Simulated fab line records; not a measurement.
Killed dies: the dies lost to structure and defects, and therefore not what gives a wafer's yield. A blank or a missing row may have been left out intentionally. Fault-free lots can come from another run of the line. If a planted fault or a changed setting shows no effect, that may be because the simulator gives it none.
Which tool is to blame? || flow gf180mcu || 11 lots, 33 wafers sampled, at 7 steps of a route of 602

## WHAT THE GAUGES SHOWED, per wafer
GF_STI_THK_MEAS_22.
{"lot": "L804", "measured": "day 2 16:44", "on": "film-metro-01", "STI_OXIDATION_01_THK (nm)": "14.84 14.93 14.55"}
{"lot": "L806", "measured": "day 3 01:20", "on": "film-metro-03", "STI_OXIDATION_01_THK (nm)": "15.07 14.65 14.46"}
{"lot": "L809", "measured": "day 3 15:26", "on": "film-metro-03", "STI_OXIDATION_01_THK (nm)": "15.00 14.83 14.86"}
{"lot": "L811", "measured": "day 4 02:11", "on": "film-metro-03", "STI_OXIDATION_01_THK (nm)": "15.27 15.03 15.18"}
{"lot": "L813", "measured": "day 4 15:01", "on": "film-metro-01", "STI_OXIDATION_01_THK (nm)": "14.73 14.74 14.76"}
{"lot": "L814", "measured": "day 4 16:53", "on": "film-metro-04", "STI_OXIDATION_01_THK (nm)": "14.79 14.47 15.25"}
{"lot": "L815", "measured": "day 4 22:33", "on": "film-metro-03", "STI_OXIDATION_01_THK (nm)": "14.81 14.71 14.44"}
{"lot": "L820", "measured": "day 6 00:17", "on": "film-metro-01", "STI_OXIDATION_01_THK (nm)": "14.67 14.83 15.06"}
{"lot": "L823", "measured": "day 6 15:08", "on": "film-metro-04", "STI_OXIDATION_01_THK (nm)": "15.12 15.08 14.88"}
{"lot": "L824", "measured": "day 6 21:19", "on": "film-metro-04", "STI_OXIDATION_01_THK (nm)": "14.75 14.82 14.51"}
{"lot": "L825", "measured": "day 7 02:30", "on": "film-metro-01", "STI_OXIDATION_01_THK (nm)": "15.02 14.83 14.84"}

GF_NWELL_TW_MEAS_11.
{"lot": "L804", "measured": "day 3 23:34", "on": "film-metro-02", "NWELL_TW": "1572 1586 1571"}
{"lot": "L806", "measured": "day 4 06:39", "on": "film-metro-02", "NWELL_TW": "1581 1588 1582"}
{"lot": "L809", "measured": "day 4 21:24", "on": "film-metro-04", "NWELL_TW": "1565 1568 1569"}
{"lot": "L811", "measured": "day 5 09:28", "on": "film-metro-04", "NWELL_TW": "1557 1565 1563"}
{"lot": "L813", "measured": "day 5 21:57", "on": "film-metro-03", "NWELL_TW": "1741 1560 1562"}
{"lot": "L814", "measured": "day 6 01:45", "on": "film-metro-04", "NWELL_TW": "1552 1559 1557"}
{"lot": "L815", "measured": "day 6 09:25", "on": "film-metro-03", "NWELL_TW": "1747 1561 1555"}
{"lot": "L820", "measured": "day 7 10:23", "on": "film-metro-03", "NWELL_TW": "1559 1562 1560"}
{"lot": "L823", "measured": "day 8 01:31", "on": "film-metro-04", "NWELL_TW": "1566 1558 1561"}
{"lot": "L824", "measured": "day 8 07:54", "on": "film-metro-03", "NWELL_TW": "1569 1558 1563"}
{"lot": "L825", "measured": "day 8 13:33", "on": "film-metro-04", "NWELL_TW": "1564 1560 1555"}

GF_LVPWELL_OVL_MEAS_07.
{"lot": "L804", "measured": "day 4 13:01", "on": "overlay-01", "LVPWELL_OVL (nm)": "-0.4 -1.7 -1.4"}
{"lot": "L806", "measured": "day 4 20:57", "on": "overlay-01", "LVPWELL_OVL (nm)": "2.0 1.9 1.9"}
{"lot": "L809", "measured": "day 5 11:30", "on": "overlay-02", "LVPWELL_OVL (nm)": "-1.7 -0.8 -0.8"}
{"lot": "L811", "measured": "day 6 00:06", "on": "overlay-01", "LVPWELL_OVL (nm)": "-0.8 -1.8 0.1"}
{"lot": "L813", "measured": "day 6 12:29", "on": "overlay-01", "LVPWELL_OVL (nm)": "-0.6 1.1 -0.8"}
{"lot": "L814", "measured": "day 6 17:09", "on": "overlay-01", "LVPWELL_OVL (nm)": "-1.5 -1.7 -1.5"}
{"lot": "L815", "measured": "day 7 00:44", "on": "overlay-01", "LVPWELL_OVL (nm)": "-3.3 -3.0 -3.2"}
{"lot": "L820", "measured": "day 8 02:17", "on": "overlay-01", "LVPWELL_OVL (nm)": "0.5 -0.6 -1.3"}
{"lot": "L823", "measured": "day 8 17:51", "on": "overlay-01", "LVPWELL_OVL (nm)": "0.6 0.0 -1.0"}
{"lot": "L824", "measured": "day 8 23:47", "on": "overlay-02", "LVPWELL_OVL (nm)": "-2.4 -1.8 -2.4"}
{"lot": "L825", "measured": "day 9 06:35", "on": "overlay-01", "LVPWELL_OVL (nm)": "1.6 0.7 1.5"}

GF_LVPWELL_TW_MEAS_11.
{"lot": "L804", "measured": "day 4 13:28", "on": "film-metro-03", "LVPWELL_TW": "556 556 562"}
{"lot": "L806", "measured": "day 4 21:23", "on": "film-metro-03", "LVPWELL_TW": "556 556 560"}
{"lot": "L809", "measured": "day 5 11:56", "on": "film-metro-03", "LVPWELL_TW": "551 551 552"}
{"lot": "L811", "measured": "day 6 00:32", "on": "film-metro-04", "LVPWELL_TW": "554 553 556"}
{"lot": "L813", "measured": "day 6 12:55", "on": "film-metro-04", "LVPWELL_TW": "1229 551 552"}
{"lot": "L814", "measured": "day 6 17:35", "on": "film-metro-04", "LVPWELL_TW": "552 554 556"}
{"lot": "L815", "measured": "day 7 01:10", "on": "film-metro-02", "LVPWELL_TW": "1214 557 558"}
{"lot": "L820", "measured": "day 8 02:43", "on": "film-metro-03", "LVPWELL_TW": "557 555 560"}
{"lot": "L823", "measured": "day 8 18:17", "on": "film-metro-02", "LVPWELL_TW": "559 557 559"}
{"lot": "L824", "measured": "day 9 00:13", "on": "film-metro-04", "LVPWELL_TW": "557 558 556"}
{"lot": "L825", "measured": "day 9 07:02", "on": "film-metro-02", "LVPWELL_TW": "553 556 556"}

GF_MVSD_TW_MEAS_11.
{"lot": "L804", "measured": "day 5 04:19", "on": "film-metro-04", "MVSD_TW": "1559 1563 1561"}
{"lot": "L806", "measured": "day 5 11:36", "on": "film-metro-03", "MVSD_TW": "1549 1553 1559"}
{"lot": "L809", "measured": "day 6 03:11", "on": "film-metro-04", "MVSD_TW": "1559 1569 1571"}
{"lot": "L811", "measured": "day 6 15:59", "on": "film-metro-03", "MVSD_TW": "1569 1567 1567"}
{"lot": "L813", "measured": "day 7 04:41", "on": "film-metro-04", "MVSD_TW": "1745 1562 1548"}
{"lot": "L814", "measured": "day 7 09:28", "on": "film-metro-03", "MVSD_TW": "1554 1550 1554"}
{"lot": "L815", "measured": "day 7 17:26", "on": "film-metro-04", "MVSD_TW": "1744 1568 1567"}
{"lot": "L820", "measured": "day 8 19:31", "on": "film-metro-03", "MVSD_TW": "1567 1573 1573"}
{"lot": "L823", "measured": "day 9 11:44", "on": "film-metro-02", "MVSD_TW": "1568 1568 1567"}
{"lot": "L824", "measured": "day 9 17:34", "on": "film-metro-04", "MVSD_TW": "1573 1572 1566"}
{"lot": "L825", "measured": "day 10 00:36", "on": "film-metro-02", "MVSD_TW": "1566 1564 1568"}

## EACH LOT AND THE TOOL THAT RAN IT (in order: tool; ch and the chambers of the sampled wafers; start)
{"lot": "L804", "GF_DNWELL_COAT_02": "litho-track-04 ch 0, day 3 03:02", "GF_DNWELL_STRIP_08": "plasma-asher-02 ch 0,1, day 3 09:46"}
{"lot": "L806", "GF_DNWELL_COAT_02": "litho-track-04 ch 0, day 3 10:07", "GF_DNWELL_STRIP_08": "plasma-asher-02 ch 0,1, day 3 17:24"}
{"lot": "L809", "GF_DNWELL_COAT_02": "litho-track-02 ch 0, day 3 23:44", "GF_DNWELL_STRIP_08": "plasma-asher-03 ch 0, day 4 06:41"}
{"lot": "L811", "GF_DNWELL_COAT_02": "litho-track-02 ch 0, day 4 11:25", "GF_DNWELL_STRIP_08": "plasma-asher-01 ch 0,1, day 4 18:50"}
{"lot": "L813", "GF_DNWELL_COAT_02": "litho-track-02 ch 0, day 5 00:02", "GF_DNWELL_STRIP_08": "plasma-asher-02 ch 0,1, day 5 07:11"}
{"lot": "L814", "GF_DNWELL_COAT_02": "litho-track-01 ch 0, day 5 02:56", "GF_DNWELL_STRIP_08": "plasma-asher-02 ch 0,1, day 5 10:43"}
{"lot": "L815", "GF_DNWELL_COAT_02": "litho-track-02 ch 0, day 5 09:59", "GF_DNWELL_STRIP_08": "plasma-asher-03 ch 0,1, day 5 17:40"}
{"lot": "L820", "GF_DNWELL_COAT_02": "litho-track-04 ch 0, day 6 10:28", "GF_DNWELL_STRIP_08": "plasma-asher-01 ch 0,1, day 6 18:17"}
{"lot": "L823", "GF_DNWELL_COAT_02": "litho-track-04 ch 0, day 7 01:31", "GF_DNWELL_STRIP_08": "plasma-asher-03 ch 0,1, day 7 09:17"}
{"lot": "L824", "GF_DNWELL_COAT_02": "litho-track-01 ch 0, day 7 07:14", "GF_DNWELL_STRIP_08": "plasma-asher-03 ch 0,1, day 7 15:50"}
{"lot": "L825", "GF_DNWELL_COAT_02": "litho-track-04 ch 0, day 7 12:31", "GF_DNWELL_STRIP_08": "plasma-asher-02 ch 0,1, day 7 21:18"}
- GF_DNWELL_COAT_02: resist thk 3000 nm.
- GF_DNWELL_STRIP_08: strips in O2/N2.

## AS READ BY THE TOOLS THEMSELVES (means over the sampled wafers that have a number; for cases with no such wafer, the mark the record gives instead)
GF_DNWELL_COAT_02.
{"lot": "L804", "tool": "litho-track-04", "chill-plate-temp-C (C)": 22.98}
{"lot": "L806", "tool": "litho-track-04", "chill-plate-temp-C (C)": 23.00}
{"lot": "L809", "tool": "litho-track-02", "chill-plate-temp-C (C)": 22.97}
{"lot": "L811", "tool": "litho-track-02", "chill-plate-temp-C (C)": 22.91}
{"lot": "L813", "tool": "litho-track-02", "chill-plate-temp-C (C)": 23.04}
{"lot": "L814", "tool": "litho-track-01", "chill-plate-temp-C (C)": 22.92}
{"lot": "L815", "tool": "litho-track-02", "chill-plate-temp-C (C)": 23.13}
{"lot": "L820", "tool": "litho-track-04", "chill-plate-temp-C (C)": 22.99}
{"lot": "L823", "tool": "litho-track-04", "chill-plate-temp-C (C)": 22.97}
{"lot": "L824", "tool": "litho-track-01", "chill-plate-temp-C (C)": 23.04}
{"lot": "L825", "tool": "litho-track-04", "chill-plate-temp-C (C)": 23.00}

GF_DNWELL_STRIP_08.
{"lot": "L804", "tool": "plasma-asher-02", "drypump-motor-current-A (A)": 5.5, "heater-power-w (W)": 366, "oes-product-au (a.u.)": 0.723, "platen-temp-c (C)": 250.01, "strip-time-to-endpoint-s (s)": 36.89}
{"lot": "L806", "tool": "plasma-asher-02", "drypump-motor-current-A (A)": 5.7, "heater-power-w (W)": 360, "oes-product-au (a.u.)": 0.719, "platen-temp-c (C)": 250.05, "strip-time-to-endpoint-s (s)": 36.91}
{"lot": "L809", "tool": "plasma-asher-03", "drypump-motor-current-A (A)": 5.6, "heater-power-w (W)": 349, "oes-product-au (a.u.)": 0.724, "platen-temp-c (C)": 249.91, "strip-time-to-endpoint-s (s)": 37.07}
{"lot": "L811", "tool": "plasma-asher-01", "drypump-motor-current-A (A)": 6.2, "heater-power-w (W)": 296, "oes-product-au (a.u.)": 0.724, "platen-temp-c (C)": 249.95, "strip-time-to-endpoint-s (s)": 36.87}
{"lot": "L813", "tool": "plasma-asher-02", "drypump-motor-current-A (A)": 5.8, "heater-power-w (W)": 360, "oes-product-au (a.u.)": 0.717, "platen-temp-c (C)": 250.01, "strip-time-to-endpoint-s (s)": 31.95}
{"lot": "L814", "tool": "plasma-asher-02", "drypump-motor-current-A (A)": 5.5, "heater-power-w (W)": 359, "oes-product-au (a.u.)": 0.720, "platen-temp-c (C)": 250.17, "strip-time-to-endpoint-s (s)": 37.01}
{"lot": "L815", "tool": "plasma-asher-03", "drypump-motor-current-A (A)": 5.6, "heater-power-w (W)": 367, "oes-product-au (a.u.)": 0.726, "platen-temp-c (C)": 249.97, "strip-time-to-endpoint-s (s)": 32.03}
{"lot": "L820", "tool": "plasma-asher-01", "drypump-motor-current-A (A)": 6.0, "heater-power-w (W)": 317, "oes-product-au (a.u.)": 0.722, "platen-temp-c (C)": 250.11, "strip-time-to-endpoint-s (s)": 37.10}
{"lot": "L823", "tool": "plasma-asher-03", "drypump-motor-current-A (A)": 5.6, "heater-power-w (W)": 365, "oes-product-au (a.u.)": 0.724, "platen-temp-c (C)": 249.96, "strip-time-to-endpoint-s (s)": 37.06}
{"lot": "L824", "tool": "plasma-asher-03", "drypump-motor-current-A (A)": 5.6, "heater-power-w (W)": 364, "oes-product-au (a.u.)": 0.725, "platen-temp-c (C)": 249.88, "strip-time-to-endpoint-s (s)": 36.91}
{"lot": "L825", "tool": "plasma-asher-02", "drypump-motor-current-A (A)": 5.8, "heater-power-w (W)": 366, "oes-product-au (a.u.)": 0.727, "platen-temp-c (C)": 249.92, "strip-time-to-endpoint-s (s)": 37.01}

## THE ANSWER, worked out from the rows above alone
Rule: the usual values come from the lots themselves. The widest of any qualifying gaps counts: lots, ordered by their means at a reading, are off when they make up no more than a third of the lots, leave a main group of 4 or more, and stand apart from it by 3 or more times the standard deviation of that group's means. If all means in a main group match to the digits the tables above print for the reading, that group is not used. Also off: a lot with no number at a reading for which 4 or more lots have one. Any other lot the step has rows for is counted as sound. Order of review: gauges by route order, followed by the tools' own readings, for which a lot's mean as printed above is used. The first step at which some lot is off is used, and at that step the reading that is off furthest; a lot without a number counts as furthest.
Off: L813, L815, seen at GF_NWELL_TW_MEAS_11 (NWELL_TW). The main group: mean 1566, standard deviation 8.4.
A tool fits if, at a process step before that reading, it ran every lot that is off, and no sound lot after the first of them. Not tried: the gauges at GF_NWELL_TW_MEAS_11; whatever is off there is also off at GF_LVPWELL_TW_MEAS_11, on other tools, and gauge error can't account for it. One fits: litho-track-02 at GF_DNWELL_COAT_02. A fault onset in the window from L811 (day 4 11:25, its last sound lot) to L813 (day 5 00:02, its first lot off) fits.

## WHAT HAD BEEN PUT IN BY THE SIMULATOR
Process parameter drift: litho-track-02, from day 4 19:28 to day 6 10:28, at GF_DNWELL_COAT_02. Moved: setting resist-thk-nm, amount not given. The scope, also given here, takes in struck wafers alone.
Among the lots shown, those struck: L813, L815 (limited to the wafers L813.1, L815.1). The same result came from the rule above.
